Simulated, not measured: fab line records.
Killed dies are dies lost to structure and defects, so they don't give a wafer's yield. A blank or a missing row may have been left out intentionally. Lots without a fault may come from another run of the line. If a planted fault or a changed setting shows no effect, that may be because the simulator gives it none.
What tool caused it? -- flow gf180mcu -- route of 602 steps, sampled at 1 step: 12 lots, 36 wafers

WHAT EACH GAUGE READ, for each wafer
GF_MVPSD_TW_MEAS_11.
lot,measured,on,MVPSD_TW
L075,day 5 06:25,film-metro-03,557 553 554
L077,day 5 20:25,film-metro-04,563 563 565
L079,day 6 05:24,film-metro-04,566 564 567
L081,day 6 17:12,film-metro-04,565 564 566
L083,day 7 06:40,film-metro-04,562 562 563
L085,day 7 18:02,film-metro-03,554 558 554
L087,day 8 10:59,film-metro-01,541 540 537
L089,day 8 16:27,film-metro-04,569 571 571
L091,day 9 09:29,film-metro-03,556 554 555
L093,day 9 21:13,film-metro-03,555 557 555
L095,day 10 08:11,film-metro-04,572 569 570
L097,day 10 19:25,film-metro-04,571 570 571

WHAT TOOL EACH LOT RAN ON (gives the tool, then ch and the chambers of the sampled wafers, and finally the start)
Record: no process step prior to these readings.

THE ANSWER, worked out from the rows above alone
Rule: the lots themselves supply what counts as usual. The widest of any qualifying gaps counts: lots, ordered by their means at a reading, are off when they make up no more than a third of the lots, leave a main group of 4 or more, and stand apart from it by 3 or more times the standard deviation of that group's means. If all means in a main group match to the digits the tables above print for the reading, that group is not used. Also off: a lot with no number at a reading for which 4 or more lots have one. The other lots that the step has rows for count as sound.
Across all readings shown, no lot is off: no conclusion can be drawn from this.

WHAT THE SIMULATOR PUT IN
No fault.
